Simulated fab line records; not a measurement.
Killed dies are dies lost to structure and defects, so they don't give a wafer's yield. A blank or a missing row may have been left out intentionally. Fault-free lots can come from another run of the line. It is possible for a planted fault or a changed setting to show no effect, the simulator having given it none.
fab line records    flow sky130    part 2 of 2: steps 24 to 36 of 36
[record] lots = 5  wafers = 15  last-day = 50
route steps=708 shown RES_PROTECT@216 POLY_GATE@217 LDD_N@237
lots untouched by any fault: they come from a run of this same line in which no faults occurred
start-h: hours from the record's first day to the start of the lot's first wafer shown    wait-h: hours elapsed since this lot's preceding step    " identical to the entry in the row above    L1.1+2: a row that stands for several wafers    - no value, or no start given    * or withheld: withheld    < > ~ a bound
route shown NAME@n: a module of which the file shows steps, and the number in the route of the first    usual: average and standard deviation across the fault-free wafers    same: alike in all rows    chamber/n: place in a boat    sites: per-site readings    _std_site: the values' standard deviation    _edge_site: the outer-site mean with the inner-site mean subtracted    radius-mm: for every site, how far away it sits from the centre of the wafer    mask NAME#n: copy n    behind: the most recent tool/chamber to have shaped the wafer    hold: why the lot went on hold/how many hours it stayed there/how the hold came to an end    device: the transistor (n, p or np) that didn't switch    end of line: tests run on the same wafers once the route is complete    a step given without rows: its recipe and nothing more    killed: dies that structure and defects cost at the first sort, which is not the same as the wafer's yield    map: dies across one wafer; x = killed, . = not, _ = none there
set.NAME: setting as actually run; set.NAME@STEP: the setting as run at that earlier step    model.NAME: the simulator's own value behind a step, which no gauge read
lots seen at some steps along the route; tables by step, rows by wafer
services: the hour from which a tool's chamber was out of use, counted from the record's first day as start-h (under 0 if before that day), plus the number of hours and why
[[steps]]
[step SKY_LDD_N_COAT_02]
[recipe] resist = NOVOLAK  spin-rpm = 3000  resist-thk-nm = 300
[usual] exhaust-pa = 44.8/0.91  resist-line-temp-C = 22.96/0.12
lot.wafer  tool            chamber  start-h  wait-h  exhaust-pa  resist-line-temp-C
L076.1     litho-track-02  0        403.31   0.1     44.6        22.82
L076.2     "               0        "        "       44.1        22.97
L076.6     "               0        "        "       44.4        22.94
L075.3     litho-track-01  0        407.07   0.1     43.5        22.93
L075.4     "               0        "        "       42.9        22.93
L075.6     "               0        "        "       44.1        22.89
L083.4     litho-track-02  0        466.33   0.1     46.6        23.00
L083.5     "               0        "        "       46.0        23.02
L083.6     "               0        "        "       44.4        22.97
L088.1     litho-track-02  0        522.21   0.1     45.0        22.81
L088.5     "               0        "        "       45.0        22.83
L088.6     "               0        "        "       45.8        22.91
L094.1     litho-track-02  0        573.86   0.1     45.7        22.94
L094.5     "               0        "        "       45.1        23.08
L094.6     "               0        "        "       45.9        22.96
[step SKY_LDD_N_SOFTBAKE_03]
[recipe] temp-c = 90.7  time-s = 60  resist = NOVOLAK
[usual] exhaust-pa = 44.9/0.85  resist-line-temp-C = 23.01/0.1
lot.wafer  tool            chamber  start-h  wait-h  exhaust-pa  resist-line-temp-C
L076.1     litho-track-02  0        403.46   0.1     43.5        23.10
L076.2     "               0        "        "       43.7        23.00
L076.6     "               0        "        "       44.1        22.98
L075.3     litho-track-01  0        407.22   0.1     44.6        22.93
L075.4     "               0        "        "       44.8        23.01
L075.6     "               0        "        "       44.2        22.94
L083.4     litho-track-02  0        466.48   0.1     45.6        22.91
L083.5     "               0        "        "       45.7        22.99
L083.6     "               0        "        "       44.6        23.01
L088.1     litho-track-02  0        522.36   0.1     46.2        23.09
L088.5     "               0        "        "       44.8        22.86
L088.6     "               0        "        "       45.3        23.08
L094.1     litho-track-02  0        574.01   0.1     44.5        23.02
L094.5     "               0        "        "       44.3        23.15
L094.6     "               0        "        "       43.9        22.93
[step SKY_LDD_N_EXPOSE_04]
[recipe] mask-id = NTM  target-cd-nm = 840  na = 0.6  source-shape = conventional  sigma-outer = 0.6  dose-mj = 110
[usual] stage-vel-mm-s = 499.96/0.26
lot.wafer  tool              chamber  start-h  wait-h  mask   stage-vel-mm-s
L076.1     iline-stepper-01  0        -        -       NTM#0  499.70
L076.2     "                 0        "        "       NTM#0  500.32
L076.6     "                 0        "        "       NTM#0  500.12
L075.3     iline-stepper-01  0        -        -       NTM#0  500.01
L075.4     "                 0        "        "       NTM#0  499.46
L075.6     "                 0        "        "       NTM#0  499.67
L083.4     iline-stepper-02  0        -        -       NTM#0  499.88
L083.5     "                 0        "        "       NTM#0  499.88
L083.6     "                 0        "        "       NTM#0  500.40
L088.1     iline-stepper-02  0        -        -       NTM#0  500.25
L088.5     "                 0        "        "       NTM#0  500.14
L088.6     "                 0        "        "       NTM#0  500.14
L094.1     iline-stepper-02  0        -        -       NTM#0  499.82
L094.5     "                 0        "        "       NTM#0  499.94
L094.6     "                 0        "        "       NTM#0  499.80
[step SKY_LDD_N_PEB_05]
[recipe] temp-c = withheld  time-s = *  resist = NOVOLAK
[usual] exhaust-pa = 44.8/0.75  resist-line-temp-C = *
lot.wafer  tool            chamber  start-h  wait-h  exhaust-pa  resist-line-temp-C
L076.1     litho-track-04  0        -        -       44.1        *
L076.2     "               0        "        "       43.8        *
L076.6     "               0        "        "       44.8        *
L075.3     litho-track-01  0        -        -       43.7        *
L075.4     "               0        "        "       44.4        *
L075.6     "               0        "        "       45.4        *
L083.4     litho-track-02  0        -        -       45.1        *
L083.5     "               0        "        "       45.1        *
L083.6     "               0        "        "       45.3        *
L088.1     litho-track-01  0        -        -       46.2        *
L088.5     "               0        "        "       44.7        *
L088.6     "               0        "        "       45.1        *
L094.1     litho-track-02  0        -        -       44.2        *
L094.5     "               0        "        "       45.3        *
L094.6     "               0        "        "       45.6        *
[step SKY_LDD_N_DEVELOP_06]
[recipe] develop-time-s = 60  dev-temp-c = 23
[usual] exhaust-pa = 45.1/0.92  resist-line-temp-C = 23.00/0.096
lot.wafer  tool            chamber  start-h  wait-h  exhaust-pa  resist-line-temp-C
L076.1     litho-track-04  0        418.49   0.1     46.1        22.88
L076.2     "               0        "        "       45.4        22.95
L076.6     "               0        "        "       45.7        23.03
L075.3     litho-track-01  0        421.42   0.1     45.4        23.03
L075.4     "               0        "        "       44.2        22.97
L075.6     "               0        "        "       44.0        22.84
L083.4     litho-track-02  0        481.83   0.1     44.0        22.96
L083.5     "               0        "        "       44.5        22.99
L083.6     "               0        "        "       44.8        23.11
L088.1     litho-track-01  0        537.82   0.1     44.7        22.93
L088.5     "               0        "        "       46.0        23.04
L088.6     "               0        "        "       45.6        22.88
L094.1     litho-track-02  0        588.66   0.1     43.9        23.02
L094.5     "               0        "        "       45.4        23.00
L094.6     "               0        "        "       44.7        23.10
[step SKY_LDD_N_OVL_MEAS_07]
[usual] LDD_N_OVL = -0.8/1.1
lot.wafer  tool        chamber  start-h  wait-h  LDD_N_OVL[nm]
L076.1     overlay-01  -        418.64   0.1     -2.1
L076.2     "           -        "        "       -0.5
L076.6     "           -        "        "       -1.6
L075.3     overlay-02  -        421.53   0.1     0.6
L075.4     "           -        "        "       2.6
L075.6     "           -        "        "       -0.4
L083.4     overlay-01  -        481.93   0.1     -0.9
L083.5     "           -        "        "       -1.6
L083.6     "           -        "        "       -0.1
L088.1     overlay-01  -        537.97   0.1     -0.8
L088.5     "           -        "        "       -1.6
L088.6     "           -        "        "       -1.2
L094.1     overlay-01  -        588.81   0.1     -0.4
L094.5     "           -        "        "       -1.2
L094.6     "           -        "        "       -0.5
[step SKY_LDD_N_IMPLANT_08]
[recipe] species = As  energy-kev = 20  dose-cm2 = 7.5e+13  tilt-deg = withheld  rotation-deg = 23
lot.wafer   tool          chamber  start-h  wait-h
L076.1+2+6  implanter-03  0        418.68   0.0
L075.3+4+6  implanter-03  0        421.75   0.2
L083.4+5+6  implanter-03  0        482.02   0.1
L088.1+5+6  implanter-04  0        538.00   0.0
L094.1+5+6  implanter-04  0        588.84   0.0
[step SKY_LDD_N_IMPLANT_09]
[recipe] species = As  energy-kev = 20  dose-cm2 = 7.5e+13  tilt-deg = withheld  rotation-deg = 113
lot.wafer   tool          chamber  start-h  wait-h
L076.1+2+6  implanter-03  0        418.83   0.1
L075.3+4+6  implanter-03  0        421.90   0.1
L083.4+5+6  implanter-03  0        482.17   0.1
L088.1+5+6  implanter-04  0        538.15   0.1
L094.1+5+6  implanter-04  0        588.99   0.1
[step SKY_LDD_N_IMPLANT_10]
[recipe] species = As  energy-kev = 20  dose-cm2 = 7.5e+13  tilt-deg = withheld  rotation-deg = 203
lot.wafer   tool          chamber  start-h  wait-h
L076.1+2+6  implanter-03  0        418.98   0.1
L075.3+4+6  implanter-03  0        422.05   0.1
L083.4+5+6  implanter-03  0        482.32   0.1
L088.1+5+6  implanter-04  0        538.30   0.1
L094.1+5+6  implanter-04  0        589.14   0.1
[step SKY_LDD_N_IMPLANT_11]
[recipe] species = As  energy-kev = 20  dose-cm2 = 7.5e+13  tilt-deg = withheld  rotation-deg = 293
lot.wafer   tool          chamber  start-h  wait-h
L076.1+2+6  implanter-03  0        419.13   0.1
L075.3+4+6  implanter-03  0        422.20   0.1
L083.4+5+6  implanter-03  0        482.47   0.1
L088.1+5+6  implanter-04  0        538.45   0.1
L094.1+5+6  implanter-04  0        589.29   0.1
[step SKY_LDD_N_IMPLANT_12]
[recipe] species = BF2  energy-kev = 50  dose-cm2 = 5e+12  tilt-deg = 30  rotation-deg = 0
lot.wafer   tool          chamber  start-h  wait-h
L076.1+2+6  implanter-03  0        419.28   0.1
L075.3+4+6  implanter-03  0        422.35   0.1
L083.4+5+6  implanter-03  0        482.62   0.1
L088.1+5+6  implanter-04  0        538.60   0.1
L094.1+5+6  implanter-04  0        589.44   0.1
[step SKY_LDD_N_IMPLANT_13]
[recipe] species = BF2  energy-kev = 50  dose-cm2 = 5e+12  tilt-deg = 30  rotation-deg = 90
lot.wafer   tool          chamber  start-h  wait-h
L076.1+2+6  implanter-03  0        419.43   0.1
L075.3+4+6  implanter-03  0        422.50   0.1
L083.4+5+6  implanter-03  0        482.77   0.1
L088.1+5+6  implanter-04  0        538.75   0.1
L094.1+5+6  implanter-04  0        589.59   0.1
[step SKY_LDD_N_IMPLANT_14]
[recipe] species = BF2  energy-kev = 50  dose-cm2 = 5e+12  tilt-deg = 30  rotation-deg = 180
lot.wafer   tool          chamber  start-h  wait-h
L076.1+2+6  implanter-03  0        419.58   0.1
L075.3+4+6  implanter-03  0        422.65   0.1
L083.4+5+6  implanter-03  0        482.92   0.1
L088.1+5+6  implanter-04  0        538.90   0.1
L094.1+5+6  implanter-04  0        589.74   0.1
[[services]]
tool            chamber  start-h  hours  kind
krf-scanner-02  -        339.78   0.4    repair
rie-diel-02     1        346.23   17.3   repair
implanter-04    -        350.21   84.6   pm
krf-scanner-02  -        353.16   1.3    pm
furnace-02      -        356.52   3.5    pm
lpcvd-02        -        364.18   6.0    pm
krf-scanner-02  -        395.07   0.8    pm
lpcvd-02        -        402.13   2.6    repair
krf-scanner-02  -        405.82   1.5    repair
krf-scanner-02  -        418.45   4.0    pm
krf-scanner-02  -        422.48   4.4    pm
implanter-04    -        434.80   4.1    pm
krf-scanner-02  -        435.14   1.0    pm
lpcvd-02        -        442.69   5.0    repair
krf-scanner-02  -        445.44   1.8    repair
furnace-02      -        447.16   2.5    pm
implanter-04    -        458.44   0.7    repair
krf-scanner-02  -        472.41   4.4    pm
implanter-04    -        497.34   2.0    repair
implanter-03    -        529.42   2.9    pm
implanter-03    -        535.05   3.4    repair
rie-diel-02     0        539.57   2.5    repair
implanter-03    -        565.19   2.7    repair
rie-diel-02     1        566.82   3.9    repair
